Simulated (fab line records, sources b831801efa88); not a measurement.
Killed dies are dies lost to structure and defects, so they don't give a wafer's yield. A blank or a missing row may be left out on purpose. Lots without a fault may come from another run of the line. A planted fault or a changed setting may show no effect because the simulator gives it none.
fab line records | flow sky130
record lots=6 wafers=16 last_day=50
route steps=708 shown RES_XHIGH@336 SD_N@342 PAD_OPEN@708
lots that met no fault: from a run of the same line without faults
start_h: hours from the record's first day to the start of the lot's first wafer shown | wait_h: hours since the lot's step before | " the same as in the row above | L1.1+2: a row that stands for several wafers | - no value, or no start given | * or withheld: withheld | < > ~ a bound
route shown NAME@n: a module of which the file shows steps, and the number in the route of the first | usual: mean/standard deviation of fault-free wafers | same: alike in all rows | chamber/n: place in a boat | sites: the reading at each site | _std_site: their standard deviation | _edge_site: outer sites' mean less inner sites' | radius_mm: how far each site lies from the wafer's centre | mask NAME#n: copy n | behind: the tool/chamber that last shaped the wafer | hold: why the lot was held/for how many hours/how that ended | device: the transistor (n, p or np) that didn't switch | end of line: the same wafers' tests at the end of the route | a step without rows: its recipe alone | killed: dies lost to structure and defects at the first sort, not the wafer's yield | map: a wafer's dies, x killed, . not, _ none there
set.NAME: the setting as run; set.NAME@STEP: as run at that earlier step | model.NAME: the simulator's own value behind a step, which no gauge read
lots at some steps of the route; a table a step, a row a wafer
services: from which hour (start_h, from the record's first day; less than 0 if before it) a tool's chamber was out of use, for how many hours, and why
## steps
# step SKY_RES_XHIGH_EXPOSE_04
# recipe mask_id=URPM na=0.6 source_shape=conventional sigma_outer=0.6 polarization=unpolarized target_cd_nm=1270 dose_mj=140
# step SKY_RES_XHIGH_PEB_05
# recipe temp_c=withheld time_s=* resist=NOVOLAK
# step SKY_RES_XHIGH_DEVELOP_06
# recipe resist=NOVOLAK developer=TMAH develop_time_s=60 dev_temp_c=23
# step SKY_RES_XHIGH_IMPLANT_07
# recipe species=BF2 energy_kev=20 dose_cm2=3.6e+14 tilt_deg=0
# step SKY_RES_XHIGH_STRIP_08
# recipe chemistry=O2/N2 power_w=1400 pressure_mtorr=1500 platen_temp_c=withheld o2_flow_sccm=3000 n2_flow_sccm=300 overash_fraction=0.5
# usual drypump_motor_current_A=5.5/0.66 o2_flow_sccm=3001/9.7 oes_product_au=0.711/0.0043 strip_time_to_endpoint_s=14.27/0.043
# columns lot.wafer tool chamber start_h wait_h drypump_motor_current_A o2_flow_sccm oes_product_au rf_hours_counter_h strip_time_to_endpoint_s
L776.2 plasma_asher-02 0 612.84 0.1 6.5 3015 0.704 17 14.27
L776.3 " 1 " " 5.7 2986 0.711 - 14.29
L776.5 " 1 " " 5.7 3004 0.716 - 14.21
L784.1 plasma_asher-02 1 689.61 0.1 5.8 3016 0.715 24 14.27
L784.3 " 1 " " 5.7 3007 0.708 - 14.25
L786.1 plasma_asher-02 0 709.56 0.1 6.6 3002 0.713 26 14.22
L786.6 " 0 " " 6.6 3009 0.709 - 14.26
L790.1 plasma_asher-02 1 735.36 0.1 5.7 3004 0.709 29 14.24
L790.4 " 0 " " 6.5 3003 0.712 - 14.31
L790.5 " 1 " " 5.7 3012 0.719 - 14.28
L792.4 plasma_asher-01 0 744.91 0.1 5.0 3005 0.718 - 14.32
L792.5 " 1 " " 4.8 3009 0.713 - 14.29
L792.6 " 0 " " 5.0 2990 0.720 - 14.36
L797.1 plasma_asher-03 1 784.33 0.1 6.4 3016 0.713 6 14.26
L797.2 " 0 " " 5.4 3017 0.712 6 14.25
L797.3 " 0 " " 5.4 3012 0.705 - 14.22
# step SKY_RES_XHIGH_TW_MEAS_09
# usual RES_XHIGH_TW=1630/12
# columns lot.wafer tool chamber start_h wait_h RES_XHIGH_TW
L776.2 film_metro-04 - 612.95 0.1 1623
L776.3 " - " " 1633
L776.5 " - " " 1632
L784.1 film_metro-02 - 689.71 0.1 1632
L784.3 " - " " 1636
L786.1 film_metro-02 - 709.66 0.1 1638
L786.6 " - " " 1631
L790.1 film_metro-02 - 735.46 0.1 1640
L790.4 " - " " 1649
L790.5 " - " " 1635
L792.4 film_metro-02 - 745.01 0.1 1629
L792.5 " - " " 1623
L792.6 " - " " 1634
L797.1 film_metro-02 - 784.43 0.1 1618
L797.2 " - " " 1634
L797.3 " - " " 1624
# step SKY_SD_N_DEHYDRATE_00
# recipe temp_c=200 time_s=60
# step SKY_SD_N_HMDS_01
# recipe prime_time_s=60 prime_temp_c=120
# step SKY_SD_N_COAT_02
# recipe resist=NOVOLAK spin_rpm=3000 resist_thk_nm=1140
# step SKY_SD_N_SOFTBAKE_03
# recipe temp_c=90 time_s=60 resist=NOVOLAK
# step SKY_SD_N_EXPOSE_04
# recipe mask_id=NSDM na=0.6 source_shape=conventional sigma_outer=0.6 polarization=unpolarized target_cd_nm=380 dose_mj=141
# step SKY_SD_N_PEB_05
# recipe temp_c=withheld time_s=* resist=NOVOLAK
# step SKY_SD_N_DEVELOP_06
# recipe resist=NOVOLAK developer=TMAH develop_time_s=60 dev_temp_c=23
# columns lot.wafer tool chamber start_h wait_h
L776.2+3+5 litho_track-02 0 641.45 0.1
L784.1+3 litho_track-04 0 717.46 0.1
L786.1+6 litho_track-04 0 736.91 0.1
L790.1+4+5 litho_track-02 0 762.43 0.1
L792.4+5+6 litho_track-02 0 771.70 0.1
L797.1+2+3 litho_track-04 0 810.51 0.1
# step SKY_SD_N_CD_MEAS_07
# recipe target_cd_nm=380
# usual cd_nm=379.3/2.7
# columns lot.wafer tool chamber start_h wait_h hold cd_nm
L776.2 cd_sem-02 - 641.60 0.1 - 378.7
L776.3 " - " " - 375.4
L776.5 " - " " - 376.8
L784.1 cd_sem-01 - 717.61 0.1 await_dispo/0.2h/release 398.3
L784.3 " - " " await_dispo/0.2h/release 384.2
L784.1 cd_sem-01 - 717.90 0.3 - 398.3
L784.3 " - " " - 384.0
L786.1 cd_sem-01 - 737.06 0.1 await_dispo/0.2h/release 394.8
L786.6 " - " " await_dispo/0.2h/release 383.7
L786.1 cd_sem-01 - 737.35 0.3 - 394.9
L786.6 " - " " - 384.2
L790.1 cd_sem-02 - 762.58 0.1 - 377.9
L790.4 " - " " - 378.8
L790.5 " - " " - 378.3
L792.4 cd_sem-02 - 771.84 0.1 - 380.2
L792.5 " - " " - 380.0
L792.6 " - " " - 380.5
L797.1 cd_sem-02 - 810.66 0.1 - 379.1
L797.2 " - " " - 376.8
L797.3 " - " " - 379.5
# step SKY_SD_N_OVL_MEAS_08
# usual SD_N_OVL=-0.7/1.3
# columns lot.wafer tool chamber start_h wait_h hold SD_N_OVL[nm]
L776.2 overlay-01 - 641.70 0.1 - 0.5
L776.3 " - " " - 0.7
L776.5 " - " " - 0.4
L784.1 overlay-01 - 720.20 2.3 await_dispo/2.2h/release 1.6
L784.3 " - " " await_dispo/2.2h/release 1.4
L786.1 overlay-01 - 745.18 7.8 await_dispo/7.7h/release -0.4
L786.6 " - " " await_dispo/7.7h/release -2.4
L790.1 overlay-01 - 762.70 0.1 - -1.8
L790.4 " - " " - -1.3
L790.5 " - " " - -0.3
L792.4 overlay-01 - 771.92 0.1 - -0.4
L792.5 " - " " - -0.2
L792.6 " - " " - 1.3
L797.1 overlay-02 - 810.78 0.1 - -0.5
L797.2 " - " " - -1.6
L797.3 " - " " - -1.3
# step SKY_PAD_OPEN_PROBE_99
# usual killed_at_M0_to_M3=43/7.7 killed_at_M4_up=3.1/1.7 killed_at_contacts=23/4.8 killed_at_front_end=15/4.5 killed_at_other=0.3/0.58 killed_dies=85/10 killed_on_rim=17/3.8 killed_open=46/7.5 killed_short=38/6.5
# same gross_dies=492 killed_at_back_side=0
# columns lot.wafer tool chamber start_h wait_h killed_at_M0_to_M3 killed_at_M4_up killed_at_contacts killed_at_front_end killed_at_other killed_dies killed_on_rim killed_open killed_short
L776.2 prober-02 - 1070.49 0.1 42 3 14 13 0 72 9 36 36
L776.3 prober-02 - 1070.54 0.2 37 4 19 11 1 72 10 45 27
L776.5 prober-02 - 1070.64 0.2 44 4 16 17 0 81 16 37 44
L784.1 prober-01 - 1129.18 0.1 46 2 31 16 0 95 20 56 39
L784.3 prober-01 - 1129.28 0.2 50 2 15 16 0 83 17 45 38
L786.1 prober-01 - 1140.48 0.1 41 3 29 6 2 81 11 39 41
L786.6 prober-01 - 1140.73 0.2 47 3 29 15 0 94 22 57 37
L790.1 prober-02 - 1159.29 0.1 51 2 24 28 0 105 17 57 48
L790.4 prober-02 - 1159.44 0.2 49 1 23 16 0 89 20 52 37
L790.5 prober-02 - 1159.49 0.2 48 8 28 21 0 105 11 54 51
L792.4 prober-02 - 1164.19 0.2 52 6 29 8 2 97 18 49 46
L792.5 prober-02 - 1164.24 0.2 43 5 10 15 0 73 24 35 38
L792.6 prober-02 - 1164.29 0.2 64 4 17 13 1 99 12 47 52
L797.1 prober-01 - 1191.35 0.1 31 2 17 16 0 66 15 30 36
L797.3 prober-01 - 1191.45 0.2 37 2 19 16 0 74 11 36 38
# killed by level:class
L776.2 VIA2:geometric_particle:open=12 VIA1:geometric_particle:open=8 METAL1:geometric_particle:short=7 METAL2:geometric_particle:short=6 FIELD_ISO:geometric_particle:open=4 VIA1:geometric_particle:short=4 LOCAL_INTERCONNECT:geometric_particle:short=4 CONTACT:geometric_particle:open=4
L776.3 VIA1:geometric_particle:open=13 LOCAL_INTERCONNECT:geometric_particle:short=7 CONTACT:geometric_particle:open=6 VIA2:geometric_particle:open=6 VIA3:geometric_particle:open=6 POLY_GATE:geometric_particle:open=4 LI_CONTACT:geometric_particle:open=4 METAL4:geometric_particle:short=4
L776.5 VIA1:geometric_particle:open=10 METAL1:geometric_particle:short=6 VIA2:geometric_particle:short=5 VIA3:geometric_particle:open=5 FIELD_ISO:geometric_particle:short=4 POLY_GATE:geometric_particle:short=4 POLY_GATE:geometric_particle:open=4 LI_CONTACT:geometric_particle:open=4
L784.1 VIA1:geometric_particle:open=12 CONTACT:geometric_particle:open=11 LI_CONTACT:geometric_particle:open=10 VIA2:geometric_particle:open=7 FIELD_ISO:geometric_particle:open=6 METAL1:geometric_particle:short=6 CONTACT:geometric_particle:short=5 VIA1:geometric_particle:short=5
L784.3 VIA2:geometric_particle:open=10 VIA1:geometric_particle:open=9 FIELD_ISO:geometric_particle:open=6 METAL1:geometric_particle:short=6 METAL2:geometric_particle:short=6 LI_CONTACT:geometric_particle:open=5 VIA3:geometric_particle:open=5 LI_CONTACT:geometric_particle:short=4
L786.1 LI_CONTACT:geometric_particle:open=9 VIA1:geometric_particle:open=9 CONTACT:geometric_particle:open=8 VIA3:geometric_particle:short=8 LOCAL_INTERCONNECT:geometric_particle:short=5 VIA3:geometric_particle:open=5 METAL2:geometric_particle:short=4 CONTACT:geometric_particle:short=4
L786.6 VIA1:geometric_particle:open=14 CONTACT:geometric_particle:open=13 VIA2:geometric_particle:open=9 LI_CONTACT:geometric_particle:short=6 LI_CONTACT:geometric_particle:open=6 METAL2:geometric_particle:short=6 POLY_GATE:geometric_particle:open=4 VIA1:geometric_particle:short=4
L790.1 VIA1:geometric_particle:open=13 CONTACT:geometric_particle:open=11 POLY_GATE:geometric_particle:short=10 METAL1:geometric_particle:short=9 VIA3:geometric_particle:open=8 FIELD_ISO:geometric_particle:short=6 POLY_GATE:geometric_particle:open=6 VIA2:geometric_particle:open=6
L790.4 CONTACT:geometric_particle:open=8 VIA1:geometric_particle:short=8 VIA2:geometric_particle:open=8 VIA3:geometric_particle:open=8 POLY_GATE:geometric_particle:open=6 LI_CONTACT:geometric_particle:open=6 VIA1:geometric_particle:open=5 METAL2:geometric_particle:short=4
L790.5 VIA1:geometric_particle:open=10 LI_CONTACT:geometric_particle:open=10 CONTACT:geometric_particle:open=7 METAL1:geometric_particle:short=7 VIA2:geometric_particle:open=7 POLY_GATE:geometric_particle:short=6 METAL2:geometric_particle:short=6 POLY_GATE:geometric_particle:open=5
L792.4 VIA1:geometric_particle:open=13 VIA2:geometric_particle:open=10 LI_CONTACT:geometric_particle:short=7 CONTACT:geometric_particle:open=7 METAL2:geometric_particle:short=7 LOCAL_INTERCONNECT:geometric_particle:short=6 METAL1:geometric_particle:short=6 LI_CONTACT:geometric_particle:open=6
L792.5 VIA2:geometric_particle:open=9 METAL1:geometric_particle:short=7 VIA3:geometric_particle:short=7 POLY_GATE:geometric_particle:short=6 CONTACT:geometric_particle:open=5 VIA1:geometric_particle:open=5 VIA3:geometric_particle:open=5 METAL2:geometric_particle:short=4
L792.6 VIA1:geometric_particle:open=12 VIA3:geometric_particle:open=9 VIA1:geometric_particle:short=9 VIA2:geometric_particle:open=9 METAL1:geometric_particle:short=7 METAL2:geometric_particle:short=7 CONTACT:geometric_particle:short=5 LI_CONTACT:geometric_particle:short=4
L797.1 VIA1:geometric_particle:open=7 LI_CONTACT:geometric_particle:open=6 METAL2:geometric_particle:short=6 METAL1:geometric_particle:short=5 VIA3:geometric_particle:short=5 CONTACT:geometric_particle:open=5 VIA3:geometric_particle:open=4 FIELD_ISO:geometric_particle:short=3
L797.3 CONTACT:geometric_particle:open=6 METAL2:geometric_particle:short=6 FIELD_ISO:geometric_particle:short=5 LI_CONTACT:geometric_particle:open=5 VIA2:geometric_particle:open=5 VIA3:geometric_particle:open=5 FIELD_ISO:geometric_particle:open=4 CONTACT:geometric_particle:short=4
## services
# columns tool chamber start_h hours kind
plasma_asher-02 - 597.31 1.0 repair
plasma_asher-01 - 676.49 2.8 pm
plasma_asher-01 - 690.03 4.9 repair
plasma_asher-01 - 708.49 2.0 repair
plasma_asher-03 - 733.75 9.0 pm
plasma_asher-03 0 733.75 9.0 vent_cycle
plasma_asher-03 1 733.75 9.0 vent_cycle
plasma_asher-02 - 741.02 45.4 pm
plasma_asher-03 0 742.75 - clean
plasma_asher-03 1 742.75 - clean
## key
first_sign step=SKY_SD_N_CD_MEAS_07 reading=visit direction=added
effect step=SKY_SD_N_CD_MEAS_07 reading=cd_nm direction=up sigmas=6.4 usual=379.3 struck=396.5
met_at SKY_SD_N_DEVELOP_06
struck_wafers L784.1,L786.1
tester_left_out L784,L786
fault kind=process_parameter_drift tool=litho_track-04 chamber=- onset_h=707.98 steps=SKY_SD_N_DEVELOP_06 channel=develop_time_s offset=* shape=step end_h=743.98 scope=struck_wafers_only acts_in=* stated=*
# tester_left_out: of these lots the tester's yield and bins aren't shown, on N5 and GAA mostly nor the transistor test; their killed dies are dies lost to structure and defects alone, not to doping, threshold or leakage, so they don't give the yield
